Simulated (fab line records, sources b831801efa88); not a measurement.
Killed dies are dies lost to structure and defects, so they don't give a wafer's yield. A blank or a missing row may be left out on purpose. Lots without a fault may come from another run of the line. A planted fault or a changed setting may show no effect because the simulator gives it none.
Which tool did it? | flow sky130 | 11 lots, 33 wafers sampled, at 3 steps of a route of 708

WHAT THE GAUGES READ, wafer by wafer
SKY_CONTACT_THK_MEAS_26: measures by xrf.
lot  | measured     | on            | CONTACT_W_THK (nm)
L677 | day 33 02:49 | film_metro-02 | 343 344 344
L679 | day 33 03:56 | film_metro-03 | 362 361 350
L681 | day 33 15:49 | film_metro-02 | 347 346 347
L682 | day 34 01:57 | film_metro-04 | 348 350 360
L683 | day 34 08:56 | film_metro-04 | 348 340 343
L684 | day 34 11:53 | film_metro-02 | 343 346 347
L685 | day 34 12:38 | film_metro-03 | 341 346 343
L687 | day 35 10:15 | film_metro-04 | 341 345 340
L691 | day 36 12:19 | film_metro-04 | 341 339 339
L695 | day 37 14:09 | film_metro-04 | 354 349 345
L699 | day 38 23:52 | film_metro-04 | 338 345 340

WHICH TOOL RAN EACH LOT (tool, then ch and the chambers of the sampled wafers, then the start)
lot  | SKY_LOCAL_INTERCONNECT_METAL_ETCH_14 | SKY_CONTACT_STRIP_19
L677 | rie_metal-03 ch 0,1, day 31 20:46    | plasma_asher-03 ch 0,1, day 33 01:55
L679 | rie_metal-04 ch 0, day 31 21:07      | plasma_asher-04 ch 0, day 33 03:00
L681 | rie_metal-03 ch 0,1, day 32 08:58    | plasma_asher-03 ch 0,1, day 33 14:53
L682 | rie_metal-01 ch 0,1, day 32 20:28    | plasma_asher-02 ch 0, day 34 00:59
L683 | rie_metal-04 ch 0, day 33 03:35      | plasma_asher-04 ch 0,1, day 34 08:02
L684 | rie_metal-04 ch 0,1, day 33 06:25    | plasma_asher-02 ch 0,1, day 34 10:59
L685 | rie_metal-01 ch 0,1, day 33 07:04    | plasma_asher-03 ch 0,1, day 34 11:42
L687 | rie_metal-01 ch 0,1, day 34 05:29    | plasma_asher-03 ch 0,1, day 35 09:22
L691 | rie_metal-04 ch 1, day 35 06:50      | plasma_asher-04 ch 1, day 36 11:25
L695 | rie_metal-03 ch 0,1, day 36 08:59    | plasma_asher-04 ch 0,1, day 37 13:15
L699 | rie_metal-03 ch 1, day 37 20:56      | plasma_asher-04 ch 0,1, day 38 22:58
- SKY_LOCAL_INTERCONNECT_METAL_ETCH_14: etches TiN in Cl2/BCl3, stops on PSG, target depth 110 nm, time 31.4 s.
- SKY_CONTACT_STRIP_19: strips in O2/N2.

WHAT THE TOOLS THEMSELVES READ (means of the sampled wafers that have a number; where no wafer has one, the mark that the record gives instead)
SKY_LOCAL_INTERCONNECT_METAL_ETCH_14.
lot  | tool         | drypump_motor_current_A (A) | oes_product_au (a.u.) | throttle_valve_pct (%)
L677 | rie_metal-03 | 5.56                        | 0.924                 | 21.901
L679 | rie_metal-04 | 5.69                        | 0.940                 | 21.909
L681 | rie_metal-03 | 5.61                        | 0.943                 | 21.899
L682 | rie_metal-01 | 5.84                        | 0.941                 | 21.891
L683 | rie_metal-04 | 5.69                        | 0.948                 | 21.901
L684 | rie_metal-04 | 5.73                        | 0.946                 | 21.901
L685 | rie_metal-01 | 5.84                        | 0.944                 | 21.901
L687 | rie_metal-01 | 5.83                        | 0.936                 | 21.901
L691 | rie_metal-04 | 5.76                        | 0.935                 | 21.906
L695 | rie_metal-03 | 5.54                        | 0.941                 | 21.897
L699 | rie_metal-03 | 5.48                        | 0.941                 | 21.903

SKY_CONTACT_STRIP_19.
lot  | tool            | drypump_motor_current_A (A) | oes_product_au (a.u.) | strip_time_to_endpoint_s (s)
L677 | plasma_asher-03 | 5.6                         | 0.375                 | 3.60
L679 | plasma_asher-04 | 5.9                         | 0.379                 | 3.58
L681 | plasma_asher-03 | 5.6                         | 0.378                 | 3.62
L682 | plasma_asher-02 | 5.7                         | 0.382                 | 3.63
L683 | plasma_asher-04 | 6.1                         | 0.381                 | 3.60
L684 | plasma_asher-02 | 5.3                         | 0.383                 | 3.61
L685 | plasma_asher-03 | 5.6                         | 0.381                 | 3.63
L687 | plasma_asher-03 | 5.6                         | 0.382                 | 3.66
L691 | plasma_asher-04 | 6.3                         | 0.383                 | 3.64
L695 | plasma_asher-04 | 6.1                         | 0.377                 | 3.60
L699 | plasma_asher-04 | 6.0                         | 0.378                 | 3.60

THE ANSWER, worked out from the rows above alone
Rule: what is usual is taken from the lots themselves. Put in order of their means at a reading, lots are off if they are a third of the lots or fewer, leave a main group of 4 or more, and stand apart from it by a gap of 3 or more times the standard deviation of the main group's means; of several such gaps the widest counts. A main group whose means are all the same, to the digits that the tables above print for the reading, isn't used. A lot without any number at a reading at which 4 lots or more have one is off too. The other lots that the step has rows for count as sound. The gauges are gone through in route order, then the tools' own readings, and for those a lot's mean is taken as printed above. The first step at which some lot is off is used, and at that step the reading that is off furthest; a lot without a number counts as furthest.
No lot is off at any reading shown: from this, nothing can be told.

WHAT THE SIMULATOR HAD PUT IN
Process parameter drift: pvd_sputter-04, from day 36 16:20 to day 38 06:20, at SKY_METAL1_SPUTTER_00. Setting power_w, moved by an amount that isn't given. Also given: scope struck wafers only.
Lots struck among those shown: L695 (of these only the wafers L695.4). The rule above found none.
